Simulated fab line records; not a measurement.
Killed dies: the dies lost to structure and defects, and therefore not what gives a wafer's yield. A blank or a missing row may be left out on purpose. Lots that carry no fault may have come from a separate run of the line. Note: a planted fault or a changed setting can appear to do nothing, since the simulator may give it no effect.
A lot that was struck, set against a sound lot	flow sfq-line	24 steps out of a route of 325
Sound: these wafers, L841.3, L841.5, L841.6. Struck: wafer L847.6 (left out: L847.2, L847.5 of the same lot, which were not struck); the cause appears at the end.
At each step with rows: each side's tool, then ch and its chambers, then its first start. Under that, the readings that differ: sound wafers	struck wafers	difference of the means	sigmas: that difference in standard deviations of wafers without a fault.
alike: readings with means less than 2 such deviations apart, plus words and numbers identical on both sides. not compared: withheld readings, readings lacking a value on some wafer, bounds such as >300 that could conceal the same value, and numbers that have no deviation in the record and whose values overlap.
A row with sigmas, a row that says differs or no value, or rows on one side alone: a step with any of these is where the two part. Numbers that don't overlap but have no deviation are shown without sigmas and don't part them. A reading that every wafer of one side lacks parts them only if that side has two wafers or more.

first, 6 steps without rows for these wafers: SFQ_TRILAYER_I6_VIA_LITHO_COAT_174 (resist thk 62 nm); SFQ_TRILAYER_I6_VIA_LITHO_COAT_169 (resist thk 650 nm); SFQ_TRILAYER_I6_VIA_LITHO_SOFTBAKE_173; SFQ_TRILAYER_I6_VIA_LITHO_EXPOSE_170 (exposes mask I6, target cd 700 nm); SFQ_TRILAYER_I6_VIA_LITHO_PEB_172 (peb time 60 s); SFQ_TRILAYER_I6_VIA_LITHO_DEVELOP_171 (time 60 s).
SFQ_I6_OVL_MEAS_942:
  sound on overlay-02, day 78 23:10; struck on overlay-02, day 79 23:11
  alike: I6_OVL
SFQ_TRILAYER_I6_VIA_BARC_OPEN_VIA_ETCH_235: etches BARC in O2, target depth 125 nm, time 41.7 s.
  sound on rie-diel-03 ch 0,3, day 78 23:11; struck on rie-diel-04 ch 0, day 79 23:13
  alike: bias-w, drypump-motor-current-A, oes-product-au
  not compared: rf-hours-counter-h
SFQ_TRILAYER_I6_VIA_ETCH_VIA_ETCH_172: etches SiO2 in CHF3, stops on Nb, target depth 260 nm.
  sound on rie-diel-03 ch 0,3, day 78 23:13; struck on rie-diel-04 ch 0, day 79 23:15
  alike: bias-w, drypump-motor-current-A, oes-product-au
SFQ_TRILAYER_I6_VIA_STRIP_STRIP_173: strips in O2.
  sound on rie-metal-02 ch 0,1, day 78 23:32; struck on rie-metal-03 ch 0, day 79 23:22
reading	sound	struck	difference	sigmas
oes-product-au (a.u.)	1.009 1.022 1.005	0.994	-0.018	-2
  alike: drypump-motor-current-A
  not compared: rf-hours-counter-h
then, 2 steps without rows for these wafers: SFQ_TRILAYER_I6_VIA_STRIP_SOLV_CLEAN_174 (cleans in NMP, time 600 s); SFQ_TRILAYER_M7_DEP_PRE_CLEAN_176 (time 22.5 s).
SFQ_TRILAYER_M7_DEP_SPUTTER_175: material Nb, target thk 200 nm, time 133.3 s.
  sound on pvd-sputter-03, day 79 00:08; struck on pvd-sputter-03, day 80 00:11
  alike: throttle-valve-pct
SFQ_M7_RS_MEAS_943: measures by four-point-probe.
  sound on film-metro-01, day 79 00:16; struck on film-metro-01, day 80 00:18
reading	sound	struck	difference	sigmas
M7_NB_RS (ohm/sq)	0.880 0.881 0.887	1.138	+0.255	+26
then, 6 steps without rows for these wafers: SFQ_TRILAYER_M7_LITHO_COAT_182 (resist thk 62 nm); SFQ_TRILAYER_M7_LITHO_COAT_177 (resist thk 600 nm); SFQ_TRILAYER_M7_LITHO_SOFTBAKE_181; SFQ_TRILAYER_M7_LITHO_EXPOSE_178 (exposes mask M7, target cd 500 nm); SFQ_TRILAYER_M7_LITHO_PEB_180 (peb time 60 s); SFQ_TRILAYER_M7_LITHO_DEVELOP_179 (time 60 s).
-- the record jumps here: 4 days lie between the struck wafers' starts before and after --
SFQ_M7_OVL_MEAS_945:
  sound on overlay-02, day 82 23:25; struck on overlay-01, day 84 01:25
  alike: M7_OVL
SFQ_TRILAYER_M7_BARC_OPEN_METAL_ETCH_229: etches BARC in O2, target depth 125 nm, time 41.7 s.
  sound on rie-metal-01 ch 0,1, day 82 23:28; struck on rie-metal-02 ch 1, day 84 01:27
  alike: bias-w, drypump-motor-current-A, oes-product-au
  not compared: rf-hours-counter-h
SFQ_TRILAYER_M7_ETCH_METAL_ETCH_180: etches Nb in Cl2/Ar, stops on SiO2, target depth 240 nm, time 120 s.
  sound on rie-metal-01 ch 0,1, day 82 23:33; struck on rie-metal-02 ch 1, day 84 01:31
reading	sound	struck	difference	sigmas
oes-product-au (a.u.)	0.893 0.900 0.900	0.816	-0.082	-10
  alike: bias-w, drypump-motor-current-A
  not compared: rf-hours-counter-h
SFQ_TRILAYER_M7_STRIP_STRIP_181: strips in O2.
  sound on rie-metal-01 ch 0,1, day 82 23:50; struck on rie-metal-02 ch 1, day 84 01:38
  alike: drypump-motor-current-A, oes-product-au
  not compared: rf-hours-counter-h

== WHERE THEY PART ==
Earliest at SFQ_TRILAYER_I6_VIA_STRIP_STRIP_173; latest, in this record, at SFQ_TRILAYER_M7_ETCH_METAL_ETCH_180. Later steps at which nothing parts them and some readings are alike: SFQ_TRILAYER_M7_STRIP_STRIP_181.

WHY: what had been put in by the simulator
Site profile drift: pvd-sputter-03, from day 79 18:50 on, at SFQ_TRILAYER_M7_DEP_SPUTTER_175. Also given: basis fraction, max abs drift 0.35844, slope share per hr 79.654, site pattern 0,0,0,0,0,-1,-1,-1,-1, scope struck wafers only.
